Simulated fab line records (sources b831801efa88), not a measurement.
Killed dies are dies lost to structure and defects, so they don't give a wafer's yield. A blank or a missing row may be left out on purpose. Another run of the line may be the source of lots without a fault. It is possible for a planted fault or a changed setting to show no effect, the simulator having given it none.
The tool behind it: which one? || flow gf180mcu || 14 lots, 42 wafers sampled, at 5 steps of a route of 602

WHAT EACH GAUGE READ, for each wafer
GF_STI_CD_MEAS_12 targets a cd of 220 nm.
{"lot": "L667", "measured": "day 2 01:02", "on": "cd sem-02", "cd nm (nm)": "219.7 218.9 220.2"}
{"lot": "L668", "measured": "day 2 06:13", "on": "cd sem-02", "cd nm (nm)": "219.8 219.1 219.3"}
{"lot": "L671", "measured": "day 3 00:41", "on": "cd sem-01", "cd nm (nm)": "219.6 218.1 219.4"}
{"lot": "L673", "measured": "day 3 09:07", "on": "cd sem-02", "cd nm (nm)": "218.5 218.2 218.8"}
{"lot": "L675", "measured": "day 3 18:40", "on": "cd sem-01", "cd nm (nm)": "219.1 218.7 219.0"}
{"lot": "L676", "measured": "day 3 23:46", "on": "cd sem-02", "cd nm (nm)": "220.2 220.1 219.7"}
{"lot": "L677", "measured": "day 4 04:38", "on": "cd sem-01", "cd nm (nm)": "222.0 221.6 221.2"}
{"lot": "L678", "measured": "day 4 10:04", "on": "cd sem-01", "cd nm (nm)": "220.9 220.1 221.0"}
{"lot": "L679", "measured": "day 4 15:02", "on": "cd sem-02", "cd nm (nm)": "221.3 222.2 221.0"}
{"lot": "L682", "measured": "day 5 06:16", "on": "cd sem-01", "cd nm (nm)": "221.7 220.9 220.7"}
{"lot": "L683", "measured": "day 5 11:46", "on": "cd sem-02", "cd nm (nm)": "219.8 220.7 221.1"}
{"lot": "L685", "measured": "day 5 23:22", "on": "cd sem-02", "cd nm (nm)": "220.8 219.7 220.3"}
{"lot": "L689", "measured": "day 6 21:25", "on": "cd sem-02", "cd nm (nm)": "220.3 220.0 220.3"}
{"lot": "L690", "measured": "day 7 00:23", "on": "cd sem-01", "cd nm (nm)": "220.9 220.5 220.3"}

GF_VT_IMPLANT_TW_MEAS_32.
{"lot": "L667", "measured": "day 7 04:34", "on": "film metro-01", "VT_IMPLANT_3_TW": "275 275 274"}
{"lot": "L668", "measured": "day 7 12:30", "on": "film metro-02", "VT_IMPLANT_3_TW": "267 267 267"}
{"lot": "L671", "measured": "day 8 02:34", "on": "film metro-03", "VT_IMPLANT_3_TW": "272 274 275"}
{"lot": "L673", "measured": "day 8 12:33", "on": "film metro-03", "VT_IMPLANT_3_TW": "275 275 274"}
{"lot": "L675", "measured": "day 8 22:51", "on": "film metro-03", "VT_IMPLANT_3_TW": "275 275 273"}
{"lot": "L676", "measured": "day 9 06:42", "on": "film metro-03", "VT_IMPLANT_3_TW": "277 277 275"}
{"lot": "L677", "measured": "day 9 14:28", "on": "film metro-01", "VT_IMPLANT_3_TW": "272 274 274"}
{"lot": "L678", "measured": "day 9 22:10", "on": "film metro-01", "VT_IMPLANT_3_TW": "335 337 336"}
{"lot": "L679", "measured": "day 10 02:58", "on": "film metro-02", "VT_IMPLANT_3_TW": "264 265 265"}
{"lot": "L682", "measured": "day 11 02:10", "on": "film metro-01", "VT_IMPLANT_3_TW": "275 275 274"}
{"lot": "L683", "measured": "day 11 06:13", "on": "film metro-03", "VT_IMPLANT_3_TW": "338 338 339"}
{"lot": "L685", "measured": "day 11 22:33", "on": "film metro-01", "VT_IMPLANT_3_TW": "275 275 276"}
{"lot": "L689", "measured": "day 13 03:21", "on": "film metro-03", "VT_IMPLANT_3_TW": "277 276 276"}
{"lot": "L690", "measured": "day 13 05:07", "on": "film metro-01", "VT_IMPLANT_3_TW": "275 275 274"}

GF_VT_IMPLANT_OVL_MEAS_40.
{"lot": "L667", "measured": "day 7 20:25", "on": "overlay-02", "VT_IMPLANT_03_OVL (nm)": "1.8 1.5 0.7"}
{"lot": "L668", "measured": "day 8 04:34", "on": "overlay-01", "VT_IMPLANT_03_OVL (nm)": "0.4 0.6 1.8"}
{"lot": "L671", "measured": "day 8 18:53", "on": "overlay-02", "VT_IMPLANT_03_OVL (nm)": "-1.7 -0.5 1.0"}
{"lot": "L673", "measured": "day 9 05:31", "on": "overlay-02", "VT_IMPLANT_03_OVL (nm)": "-0.7 0.4 1.1"}
{"lot": "L675", "measured": "day 9 15:58", "on": "overlay-02", "VT_IMPLANT_03_OVL (nm)": "-0.5 1.0 -1.2"}
{"lot": "L676", "measured": "day 9 23:49", "on": "overlay-01", "VT_IMPLANT_03_OVL (nm)": "-1.1 0.5 -0.5"}
{"lot": "L677", "measured": "day 10 07:34", "on": "overlay-02", "VT_IMPLANT_03_OVL (nm)": "-0.5 1.5 0.5"}
{"lot": "L678", "measured": "day 10 14:52", "on": "overlay-02", "VT_IMPLANT_03_OVL (nm)": "2.8 -0.7 1.1"}
{"lot": "L679", "measured": "day 10 20:55", "on": "overlay-02", "VT_IMPLANT_03_OVL (nm)": "3.5 1.8 0.8"}
{"lot": "L682", "measured": "day 11 20:37", "on": "overlay-02", "VT_IMPLANT_03_OVL (nm)": "-0.2 -1.7 0.8"}
{"lot": "L683", "measured": "day 12 00:43", "on": "overlay-02", "VT_IMPLANT_03_OVL (nm)": "1.9 1.9 1.9"}
{"lot": "L685", "measured": "day 12 17:43", "on": "overlay-02", "VT_IMPLANT_03_OVL (nm)": "-0.4 -1.1 0.2"}
{"lot": "L689", "measured": "day 13 23:16", "on": "overlay-01", "VT_IMPLANT_03_OVL (nm)": "-2.9 -1.3 0.0"}
{"lot": "L690", "measured": "day 14 01:19", "on": "overlay-01", "VT_IMPLANT_03_OVL (nm)": "-0.9 -2.3 -1.4"}

GF_PSD_TW_MEAS_11.
{"lot": "L667", "measured": "day 14 12:35", "on": "film metro-02", "PSD_TW": "3172 3169 3157"}
{"lot": "L668", "measured": "day 15 00:28", "on": "film metro-02", "PSD_TW": "3124 3154 3131"}
{"lot": "L671", "measured": "day 15 17:11", "on": "film metro-01", "PSD_TW": "3241 3256 3225"}
{"lot": "L673", "measured": "day 16 10:49", "on": "film metro-02", "PSD_TW": "3150 3155 3156"}
{"lot": "L675", "measured": "day 16 19:49", "on": "film metro-03", "PSD_TW": "3233 3256 3239"}
{"lot": "L676", "measured": "day 17 09:58", "on": "film metro-01", "PSD_TW": "3240 3267 3249"}
{"lot": "L677", "measured": "day 17 17:23", "on": "film metro-02", "PSD_TW": "3149 3134 3137"}
{"lot": "L678", "measured": "day 18 01:37", "on": "film metro-01", "PSD_TW": "3226 3239 3227"}
{"lot": "L679", "measured": "day 18 08:50", "on": "film metro-02", "PSD_TW": "3137 3143 3135"}
{"lot": "L682", "measured": "day 19 20:13", "on": "film metro-02", "PSD_TW": "3138 3159 3138"}
{"lot": "L683", "measured": "day 20 01:10", "on": "film metro-02", "PSD_TW": "3138 3129 3129"}
{"lot": "L685", "measured": "day 20 17:55", "on": "film metro-03", "PSD_TW": "3234 3245 3232"}
{"lot": "L689", "measured": "day 22 05:49", "on": "film metro-02", "PSD_TW": "3140 3151 3156"}
{"lot": "L690", "measured": "day 22 08:14", "on": "film metro-03", "PSD_TW": "3236 3233 3231"}

TOOL THAT RAN EACH LOT (tool first, then ch and the chambers of the sampled wafers, then the start)
{"lot": "L667", "GF_VT_IMPLANT_IMPLANT_30": "implanter-04 ch 0, day 7 04:20"}
{"lot": "L668", "GF_VT_IMPLANT_IMPLANT_30": "implanter-04 ch 0, day 7 12:15"}
{"lot": "L671", "GF_VT_IMPLANT_IMPLANT_30": "implanter-04 ch 0, day 8 02:20"}
{"lot": "L673", "GF_VT_IMPLANT_IMPLANT_30": "implanter-01 ch 0, day 8 12:18"}
{"lot": "L675", "GF_VT_IMPLANT_IMPLANT_30": "implanter-01 ch 0, day 8 22:36"}
{"lot": "L676", "GF_VT_IMPLANT_IMPLANT_30": "implanter-01 ch 0, day 9 06:27"}
{"lot": "L677", "GF_VT_IMPLANT_IMPLANT_30": "implanter-01 ch 0, day 9 14:14"}
{"lot": "L678", "GF_VT_IMPLANT_IMPLANT_30": "implanter-03 ch 0, day 9 21:37"}
{"lot": "L679", "GF_VT_IMPLANT_IMPLANT_30": "implanter-01 ch 0, day 10 02:43"}
{"lot": "L682", "GF_VT_IMPLANT_IMPLANT_30": "implanter-03 ch 0, day 11 01:55"}
{"lot": "L683", "GF_VT_IMPLANT_IMPLANT_30": "implanter-01 ch 0, day 11 05:39"}
{"lot": "L685", "GF_VT_IMPLANT_IMPLANT_30": "implanter-04 ch 0, day 11 22:18"}
{"lot": "L689", "GF_VT_IMPLANT_IMPLANT_30": "implanter-03 ch 0, day 13 03:06"}
{"lot": "L690", "GF_VT_IMPLANT_IMPLANT_30": "implanter-04 ch 0, day 13 04:52"}
- GF_VT_IMPLANT_IMPLANT_30

AS READ BY THE TOOLS THEMSELVES (means over the sampled wafers that have a number; for cases with no such wafer, the mark the record gives instead)
GF_VT_IMPLANT_IMPLANT_30.
{"lot": "L667", "tool": "implanter-04", "beam on s (s)": 9.89}
{"lot": "L668", "tool": "implanter-04", "beam on s (s)": 9.81}
{"lot": "L671", "tool": "implanter-04", "beam on s (s)": 9.98}
{"lot": "L673", "tool": "implanter-01", "beam on s (s)": 10.12}
{"lot": "L675", "tool": "implanter-01", "beam on s (s)": 10.05}
{"lot": "L676", "tool": "implanter-01", "beam on s (s)": 9.95}
{"lot": "L677", "tool": "implanter-01", "beam on s (s)": 10.16}
{"lot": "L678", "tool": "implanter-03", "beam on s (s)": 9.99}
{"lot": "L679", "tool": "implanter-01", "beam on s (s)": 9.80}
{"lot": "L682", "tool": "implanter-03", "beam on s (s)": 9.80}
{"lot": "L683", "tool": "implanter-01", "beam on s (s)": 10.01}
{"lot": "L685", "tool": "implanter-04", "beam on s (s)": 10.09}
{"lot": "L689", "tool": "implanter-03", "beam on s (s)": 10.00}
{"lot": "L690", "tool": "implanter-04", "beam on s (s)": 9.97}

THE ANSWER, worked out from the rows above alone
Rule: what is usual is taken from the lots themselves. Put in order of their means at a reading, lots are off if they are a third of the lots or fewer, leave a main group of 4 or more, and stand apart from it by a gap of 3 or more times the standard deviation of the main group's means; of several such gaps the widest counts. Not used: any main group whose means are identical at the precision the tables above print for the reading. A lot without any number at a reading at which 4 lots or more have one is off too. Any other lot the step has rows for is counted as sound. Order of review: gauges by route order, followed by the tools' own readings, for which a lot's mean as printed above is used. At the first step where some lot is off, the reading lying furthest off is the one used; lots without a number count as furthest.
Off: L678, L683, at GF_VT_IMPLANT_TW_MEAS_32 (VT_IMPLANT_3_TW). The main group: mean 273, standard deviation 3.5.
A tool fits if, at a process step before that reading, it ran every lot that is off, and no sound lot after the first of them. Those tools and the gauges at GF_VT_IMPLANT_TW_MEAS_32 are tried in the same way. Not one of the candidates tried fits.

WHAT THE SIMULATOR HAD INSERTED
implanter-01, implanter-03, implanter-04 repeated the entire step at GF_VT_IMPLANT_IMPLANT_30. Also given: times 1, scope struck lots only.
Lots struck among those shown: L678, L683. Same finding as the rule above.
